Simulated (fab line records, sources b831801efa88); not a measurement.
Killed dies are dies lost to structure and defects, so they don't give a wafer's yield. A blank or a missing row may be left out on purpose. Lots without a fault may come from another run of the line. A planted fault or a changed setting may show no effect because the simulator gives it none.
fab line records | flow sfq_line
record lots=14 wafers=42 last_day=86
route steps=325 shown L0@5 M0@41 I0@43
lots that met no fault: from a run of the same line without faults
start_h: hours from the record's first day to the start of the lot's first wafer shown | wait_h: hours since the lot's step before | " the same as in the row above | L1.1+2: a row that stands for several wafers | - no value, or no start given | * or withheld: withheld | < > ~ a bound
route shown NAME@n: a module of which the file shows steps, and the number in the route of the first | usual: mean/standard deviation of fault-free wafers | same: alike in all rows | chamber/n: place in a boat | sites: the reading at each site | _std_site: their standard deviation | _edge_site: outer sites' mean less inner sites' | radius_mm: how far each site lies from the wafer's centre | mask NAME#n: copy n | behind: the tool/chamber that last shaped the wafer | hold: why the lot was held/for how many hours/how that ended | device: the transistor (n, p or np) that didn't switch | end of line: the same wafers' tests at the end of the route | a step without rows: its recipe alone | killed: dies lost to structure and defects at the first sort, not the wafer's yield | map: a wafer's dies, x killed, . not, _ none there
set.NAME: the setting as run; set.NAME@STEP: as run at that earlier step | model.NAME: the simulator's own value behind a step, which no gauge read
steps of the route over a sample of lots; a table a step, a row a wafer
services: from which hour (start_h, from the record's first day; less than 0 if before it) a tool's chamber was out of use, for how many hours, and why
## steps
# step SFQ_L0_THK_MEAS_902
# recipe thk_meas_gauge=xrf reads=MoNx_KI_of_TRILAYER_L0_DEP_SPUTTER_003
# usual L0_MONX_KI_THK=39.6/0.51
# columns lot.wafer tool chamber start_h wait_h L0_MONX_KI_THK[nm]
L907.3 film_metro-01 - 17.70 0.1 39.7
L907.4 " - " " 39.2
L907.6 " - " " 39.9
L908.3 film_metro-03 - 22.70 0.1 39.5
L908.5 " - " " 38.8
L908.6 " - " " 39.2
L909.3 film_metro-03 - 27.70 0.1 39.9
L909.5 " - " " 39.4
L909.6 " - " " 40.4
L910.2 film_metro-01 - 32.69 0.1 38.9
L910.3 " - " " 39.8
L910.4 " - " " 39.5
L911.4 film_metro-04 - 37.71 0.1 39.7
L911.5 " - " " 39.3
L911.6 " - " " 39.6
L912.1 film_metro-04 - 42.68 0.1 39.5
L912.2 " - " " 39.3
L912.6 " - " " 38.9
L913.1 film_metro-03 - 47.68 0.1 39.4
L913.4 " - " " 39.6
L913.6 " - " " 39.4
L916.1 film_metro-04 - 62.68 0.1 40.2
L916.5 " - " " 40.9
L916.6 " - " " 40.4
L917.1 film_metro-03 - 67.68 0.1 40.2
L917.3 " - " " 40.1
L917.6 " - " " 39.9
L922.4 film_metro-03 - 92.71 0.1 39.3
L922.5 " - " " 39.6
L922.6 " - " " 39.1
L925.2 film_metro-03 - 107.69 0.1 38.6
L925.5 " - " " 38.4
L925.6 " - " " 38.4
L926.1 film_metro-04 - 112.68 0.1 40.1
L926.3 " - " " 40.2
L926.4 " - " " 40.0
L927.1 film_metro-03 - 117.68 0.1 39.8
L927.3 " - " " 39.5
L927.4 " - " " 39.5
L929.4 film_metro-01 - 127.71 0.1 39.8
L929.5 " - " " 40.4
L929.6 " - " " 39.8
# step SFQ_TRILAYER_M0_STRIP_STRIP_025
# recipe gas=O2 power_w=200 platen_temp_c=40 overash_fraction=0.65 chemistry=O2 pressure_mtorr=50
# usual drypump_motor_current_A=5.8/0.53 oes_product_au=0.998/0.0069
# columns lot.wafer tool chamber start_h wait_h drypump_motor_current_A oes_product_au rf_hours_counter_h
L907.3 rie_metal-02 1 232.42 0.3 5.2 0.984 -
L907.4 " 0 " " 6.1 1.002 -
L907.6 " 1 " " 5.2 0.990 -
L908.3 rie_metal-01 0 245.50 0.2 5.3 1.002 -
L908.5 " 0 " " 5.3 1.007 -
L908.6 " 1 " " 6.2 1.007 -
L909.3 rie_metal-01 1 257.07 0.2 6.2 1.003 -
L909.5 " 0 " " 5.3 0.989 -
L909.6 " 1 " " 6.2 0.999 -
L910.2 rie_metal-03 1 265.54 0.1 6.1 1.009 131
L910.3 " 1 " " 6.1 0.987 -
L910.4 " 0 " " 6.6 1.010 -
L911.4 rie_metal-01 1 278.02 0.2 6.2 1.006 -
L911.5 " 1 " " 6.2 1.011 -
L911.6 " 0 " " 5.3 0.998 -
L912.1 rie_metal-03 0 291.41 0.1 6.7 1.003 129
L912.2 " 1 " " 6.1 0.993 134
L912.6 " 0 " " 6.6 0.992 -
L913.1 rie_metal-02 1 297.59 0.2 5.2 0.995 37
L913.4 " 1 " " 5.2 0.996 -
L913.6 " 1 " " 5.1 0.997 -
L916.1 rie_metal-02 1 331.32 0.2 5.2 0.996 42
L916.5 " 1 " " 5.2 0.998 -
L916.6 " 1 " " 5.2 0.999 -
L917.1 rie_metal-03 0 341.93 0.1 6.6 0.986 136
L917.3 " 0 " " 6.6 0.994 -
L917.6 " 0 " " 6.6 0.985 -
L922.4 rie_metal-02 1 370.92 0.2 5.2 0.992 -
L922.5 " 0 " " 6.1 1.003 -
L922.6 " 1 " " 5.2 0.984 -
L925.2 rie_metal-02 1 375.52 0.1 5.2 1.000 50
L925.5 " 1 " " 5.2 0.999 -
L925.6 " 0 " " 6.1 1.001 -
L926.1 rie_metal-01 0 379.12 0.1 5.3 0.998 86
L926.3 " 0 " " 5.3 0.998 -
L926.4 " 1 " " 6.2 0.991 -
L927.1 rie_metal-02 0 380.32 0.1 6.1 1.005 58
L927.3 " 0 " " 6.1 0.998 -
L927.4 " 1 " " 5.2 0.994 -
L929.4 rie_metal-01 1 382.92 0.2 6.2 0.987 -
L929.5 " 1 " " 6.2 0.999 -
L929.6 " 0 " " 5.3 0.992 -
# step SFQ_TRILAYER_I0_DEP_PECVD_027
# recipe material=SiO2 temp_c=150 time_s=111.11 pressure_torr=2.4 rf_w=183.3 precursor=SiH4/N2O target_thk_nm=500
# usual chamber_pressure_Torr=2.400/0.0045 heater_power_w=80/11 rf_fwd_power_W=182.5/0.62 throttle_valve_pct=24.0/1.5
# columns lot.wafer tool chamber start_h wait_h chamber_pressure_Torr heater_power_w rf_fwd_power_W throttle_valve_pct
L907.3 pecvd-01 1 233.15 0.0 2.395 85 183.1 22.8
L907.4 " 1 " " 2.402 84 182.4 22.9
L907.6 " 0 " " 2.404 83 182.6 20.1
L908.3 pecvd-02 1 246.25 0.0 2.402 79 182.1 24.3
L908.5 " 0 " " 2.401 69 182.1 24.0
L908.6 " 1 " " 2.404 85 182.4 24.3
L909.3 pecvd-04 0 257.64 0.0 2.392 57 182.2 25.6
L909.5 " 1 " " 2.405 76 183.7 25.7
L909.6 " 0 " " 2.397 59 182.8 25.8
L910.2 pecvd-01 2 266.31 0.0 2.396 99 182.9 23.5
L910.3 " 1 " " 2.404 85 182.3 23.0
L910.4 " 0 " " 2.401 79 183.1 20.4
L911.4 pecvd-04 2 278.64 0.0 2.399 83 182.3 24.2
L911.5 " 2 " " 2.400 86 182.5 24.3
L911.6 " 1 " " 2.406 79 182.5 25.6
L912.1 pecvd-04 1 292.18 0.0 2.408 82 182.2 25.8
L912.2 " 0 " " 2.401 64 183.2 25.5
L912.6 " 1 " " 2.397 83 181.4 25.5
L913.1 pecvd-01 0 298.97 0.0 2.400 79 184.3 20.5
L913.4 " 2 " " 2.403 101 182.1 23.4
L913.6 " 0 " " 2.407 82 182.7 20.6
L916.1 pecvd-01 0 332.72 0.0 2.401 83 182.7 20.6
L916.5 " 2 " " 2.401 87 211.6 23.7
L916.6 " 0 " " 2.401 85 182.1 21.0
L917.1 pecvd-01 2 342.71 0.0 2.401 91 212.2 23.1
L917.3 " 0 " " 2.407 84 182.9 20.9
L917.6 " 2 " " 2.400 91 211.5 23.4
L922.4 pecvd-02 1 371.53 0.0 2.398 72 181.0 24.6
L922.5 " 0 " " 2.401 79 182.2 24.1
L922.6 " 2 " " 2.401 69 182.0 25.2
L925.2 pecvd-02 1 376.30 0.0 2.393 76 181.9 24.5
L925.5 " 1 " " 2.396 81 181.4 24.8
L925.6 " 0 " " 2.399 69 182.7 24.3
L926.1 pecvd-02 2 379.90 0.0 2.395 73 182.8 25.6
L926.3 " 1 " " 2.399 85 182.5 24.5
L926.4 " 2 " " 2.392 74 182.9 25.3
L927.1 pecvd-04 2 381.10 0.0 2.404 75 182.2 24.3
L927.3 " 1 " " 2.396 79 181.3 25.9
L927.4 " 0 " " 2.398 55 182.6 25.8
L929.4 pecvd-04 0 383.53 0.0 2.399 58 182.6 25.3
L929.5 " 1 " " 2.403 84 182.4 25.8
L929.6 " 2 " " 2.401 90 182.9 24.7
# step SFQ_TRILAYER_I0_CMP_CMP_028
# recipe material=SiO2 down_force_psi=3 platen_rpm=60 pad_velocity_m_s=0.94248
# usual motor_current_A=10.5/1.1 time_to_endpoint_s=210/6.9
# columns lot.wafer tool chamber start_h wait_h motor_current_A time_to_endpoint_s
L907.4 cmp-02 1 233.73 0.5 10.4 211
L907.3 " 3 234.73 1.5 11.6 204
L907.6 " 0 " " 9.6 217
L908.3 cmp-02 1 247.75 1.5 11.5 204
L908.6 " 3 248.75 2.4 11.8 218
L908.5 " 0 " " 9.8 201
L909.3 cmp-01 2 259.15 1.5 8.2 211
L909.5 " 0 260.15 2.4 11.0 209
L909.6 " 1 " " 10.0 218
L910.4 cmp-02 2 266.99 0.6 10.1 216
L910.3 " 3 " " 12.4 208
L910.2 " 1 268.49 2.1 11.5 205
L911.4 cmp-02 3 280.32 1.6 12.5 216
L911.5 " 3 282.32 3.6 12.7 222
L911.6 " 0 " " 9.9 207
L912.2 cmp-01 3 292.26 0.0 10.7 203
L912.1 " 1 293.26 1.0 10.2 201
L912.6 " 3 294.26 2.0 10.5 202
L913.1 cmp-02 2 299.04 0.0 10.6 205
L913.4 " 3 " " 12.5 202
L913.6 " 2 301.04 2.0 10.5 202
L916.1 cmp-01 3 332.80 0.0 10.6 210
L916.6 " 3 334.80 2.0 10.4 213
L916.5 " 0 " " 10.5 241
L917.3 cmp-02 0 343.78 1.0 9.8 199
L917.1 " 1 " " 11.3 228
L917.6 " 2 " " 11.0 234
L922.4 cmp-02 0 373.79 2.2 10.4 219
L922.5 " 0 375.79 4.2 10.0 220
L922.6 " 1 " " 11.1 217
L925.2 cmp-01 2 379.74 3.4 7.9 198
L925.5 " 1 381.24 4.9 9.7 208
L925.6 " 2 " " 8.2 206
L926.1 cmp-02 1 383.29 3.4 11.1 213
L926.3 " 2 " " 10.8 217
L926.4 " 3 " " 11.4 218
L927.1 cmp-01 2 385.24 4.1 8.0 213
L927.3 " 3 " " 10.9 200
L927.4 " 0 " " 10.7 212
L929.4 cmp-02 1 389.29 5.7 11.2 224
L929.5 " 0 390.79 7.2 10.0 212
L929.6 " 1 " " 11.3 219
# step SFQ_TRILAYER_I0_VIA_ETCH_VIA_ETCH_034
# recipe target=SiO2 stop_on=Nb mask_material=PR taper_deg=20 chemistry=CHF3 target_depth_nm=260 source_w=500 bias_w=80 pressure_mtorr=30 time_s=withheld
# usual drypump_motor_current_A=6.0/0.39 oes_product_au=0.864/0.0051
# columns lot.wafer tool chamber start_h wait_h drypump_motor_current_A oes_product_au
L907.3 rie_diel-01 3 239.87 0.0 5.8 0.866
L907.4 " 1 " " 6.3 0.863
L907.6 " 3 " " 5.8 0.863
L908.3 rie_diel-03 0 356.66 0.0 6.1 0.859
L908.5 " 3 " " 6.3 0.867
L908.6 " 0 " " 6.1 0.865
L909.3 rie_diel-04 1 376.58 0.0 5.4 0.858
L909.5 " 1 " " 5.4 0.856
L909.6 " 2 " " 5.9 0.857
L910.2 rie_diel-03 2 386.21 0.0 5.8 0.855
L910.3 " 3 " " 6.3 0.865
L910.4 " 3 " " 6.3 0.863
L911.4 rie_diel-01 3 397.01 0.0 5.8 0.866
L911.5 " 2 " " 5.5 0.865
L911.6 " 3 " " 5.8 0.854
L912.1 rie_diel-01 0 405.41 0.0 6.8 0.858
L912.2 " 1 " " 6.4 0.873
L912.6 " 0 " " 6.7 0.866
L913.1 rie_diel-01 0 415.01 0.0 6.8 0.855
L913.4 " 1 " " 6.3 0.854
L913.6 " 0 " " 6.7 0.862
L916.1 rie_diel-04 2 445.01 0.0 5.9 0.863
L916.5 " 0 " " 6.2 0.866
L916.6 " 1 " " 5.5 0.867
L917.1 rie_diel-03 3 453.41 0.0 6.3 0.867
L917.3 " 1 " " 6.2 0.860
L917.6 " 3 " " 6.3 0.864
L922.4 rie_diel-03 3 496.41 0.0 6.3 0.856
L922.5 " 1 " " 6.3 0.858
L922.6 " 0 " " 6.1 0.868
L925.2 rie_diel-03 2 504.81 0.0 5.8 0.868
L925.5 " 0 " " 6.1 0.858
L925.6 " 3 " " 6.3 0.869
L926.1 rie_diel-04 0 508.41 0.0 6.2 0.865
L926.3 " 2 " " 5.9 0.858
L926.4 " 1 " " 5.5 0.868
L927.1 rie_diel-03 3 513.21 0.0 6.3 0.860
L927.3 " 2 " " 5.8 0.855
L927.4 " 1 " " 6.2 0.870
L929.4 rie_diel-04 0 517.00 0.1 6.2 0.873
L929.5 " 1 " " 5.4 0.867
L929.6 " 2 " " 5.9 0.868
## services
# columns tool chamber start_h hours kind
cmp-01 - 224.15 0.5 repair
cmp-02 - 236.23 4.0 pm
rie_metal-02 0 236.28 11.7 repair
rie_diel-03 0 239.25 5.5 repair
rie_metal-01 - 243.20 1.4 pm
cmp-02 - 252.34 1.5 repair
rie_diel-03 1 256.89 6.1 repair
rie_diel-03 2 257.47 3.5 repair
pecvd-04 0 262.44 19.9 repair
cmp-02 - 275.39 4.9 pm
cmp-01 - 283.61 0.5 repair
rie_metal-02 0 289.66 11.2 repair
pecvd-01 - 291.15 3.3 repair
rie_metal-01 - 316.82 1.0 repair
rie_metal-02 0 327.09 12.5 repair
pecvd-04 - 335.81 0.8 pm
rie_diel-03 1 393.05 3.5 repair
pecvd-01 - 404.05 2.8 pm
cmp-01 - 409.24 4.0 pm
rie_diel-03 2 445.14 3.1 repair
rie_diel-03 - 462.68 2.8 pm
cmp-01 - 466.80 2.9 repair
cmp-01 - 472.71 3.1 pm
pecvd-01 - 478.29 0.6 repair
## key
first_sign step=SFQ_TRILAYER_I0_DEP_PECVD_027 reading=rf_fwd_power_W direction=up sigmas=47 usual=182.5 struck=211.8
effect step=SFQ_TRILAYER_I0_CMP_CMP_028 reading=time_to_endpoint_s direction=up sigmas=3.5 usual=* struck=*
met_at SFQ_TRILAYER_I0_DEP_PECVD_027
struck_lots L916,L917
struck_wafers L916.5,L917.1,L917.6
not_acting_at SFQ_L0_THK_MEAS_902,SFQ_TRILAYER_M0_STRIP_STRIP_025,SFQ_TRILAYER_I0_VIA_ETCH_VIA_ETCH_034
onset_between 298.97 332.72
fault kind=process_parameter_drift tool=pecvd-01 chamber=2 onset_h=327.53 steps=SFQ_TRILAYER_I0_DEP_PECVD_027 channel=rf_w offset=29.328 shape=step end_h=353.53 acts_in=these_recipes_only stated=183.3
